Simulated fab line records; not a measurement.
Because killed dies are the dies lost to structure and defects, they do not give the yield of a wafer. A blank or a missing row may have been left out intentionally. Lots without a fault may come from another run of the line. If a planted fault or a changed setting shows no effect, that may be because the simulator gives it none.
Which of the tools did it?    flow gf180mcu    14 lots, 40 wafers sampled, at 2 steps of a route of 602

## WHAT THE GAUGES SHOWED, per wafer
GF_HV_LDD_OVL_MEAS_32.
lot   measured      on          HV_LDD_02_OVL (nm)
L901  day 11 15:08  overlay-01  1.5 0.3 1.4
L902  day 11 19:47  overlay-02  0.4 3.0 1.0
L906  day 13 03:36  overlay-02  2.2 2.0 2.1
L908  day 13 20:20  overlay-02  1.5 -1.6
L909  day 14 07:38  overlay-01  1.5 1.5 1.4
L910  day 14 13:32  overlay-01  -0.7 -1.8 -1.1
L912  day 15 00:46  overlay-02  -0.2 -0.6
L913  day 15 14:20  overlay-01  -0.3 0.0 -3.1
L914  day 15 18:31  overlay-01  -1.3 -1.2 0.1
L915  day 16 06:47  overlay-02  1.7 1.9 -0.1
L916  day 16 13:51  overlay-02  0.4 1.4 0.8
L921  day 18 02:01  overlay-01  262.0 260.2 260.4
L922  day 18 12:40  overlay-01  262.2 263.8 263.9
L923  day 19 06:37  overlay-01  -0.8 0.9 -0.8

## WHICH TOOL RAN EACH LOT (tool, then ch and the chambers of the sampled wafers, then the start)
lot   GF_HV_LDD_EXPOSE_28
L901  ilineStepper-02 ch 0, day 11 06:10
L902  ilineStepper-02 ch 0, day 11 10:19
L906  ilineStepper-02 ch 0, day 12 18:03
L908  ilineStepper-01 ch 0, day 13 10:10
L909  ilineStepper-01 ch 0, day 13 21:14
L910  ilineStepper-01 ch 0, day 14 02:52
L912  ilineStepper-02 ch 0, day 14 14:32
L913  ilineStepper-01 ch 0, day 15 03:50
L914  ilineStepper-02 ch 0, day 15 07:44
L915  ilineStepper-02 ch 0, day 15 19:40
L916  ilineStepper-02 ch 0, day 16 03:02
L921  ilineStepper-02 ch 0, day 17 14:24
L922  ilineStepper-02 ch 0, day 18 01:15
L923  ilineStepper-01 ch 0, day 18 18:44
- GF_HV_LDD_EXPOSE_28: exposes mask Nplus HV AREA, target cd 400 nm.

## WHAT THE TOOLS THEMSELVES READ (means of the sampled wafers that have a number; where no wafer has one, the mark that the record gives instead)
The record holds no such reading with a usual standard deviation.

## THE ANSWER, worked out from the rows above alone
Rule: the usual values come from the lots themselves. The widest of any qualifying gaps counts: lots, ordered by their means at a reading, are off when they make up no more than a third of the lots, leave a main group of 4 or more, and stand apart from it by 3 or more times the standard deviation of that group's means. A main group whose means are all the same, to the digits that the tables above print for the reading, isn't used. Also off: a lot with no number at a reading for which 4 or more lots have one. Where the step has rows for the other lots, those lots are counted as sound. The gauges are gone through in route order, then the tools' own readings, and for those a lot's mean is taken as printed above. The first step at which some lot is off is used, and at that step the reading that is off furthest; a lot without a number counts as furthest.
Off: at GF_HV_LDD_OVL_MEAS_32 (HV_LDD_02_OVL), L921, L922. Mean 0.4 nm and standard deviation 1.1 in the main group.
A tool fits if, at a process step before that reading, it ran every lot that is off, and no sound lot after the first of them. Gauges at GF_HV_LDD_OVL_MEAS_32: tried the same way as those tools. One fits: GF_HV_LDD_EXPOSE_28 on ilineStepper-02. Its last sound lot is L916 (day 16 03:02), its first lot that is off L921 (day 17 14:24): a fault that began between those two fits.

## WHAT THE SIMULATOR HAD INSERTED
Scanner matching overlay: ilineStepper-02, from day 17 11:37 on, at GF_HV_LDD_EXPOSE_28. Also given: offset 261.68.
Shown lots that were struck: L921, L922. The rule given above showed the same thing.
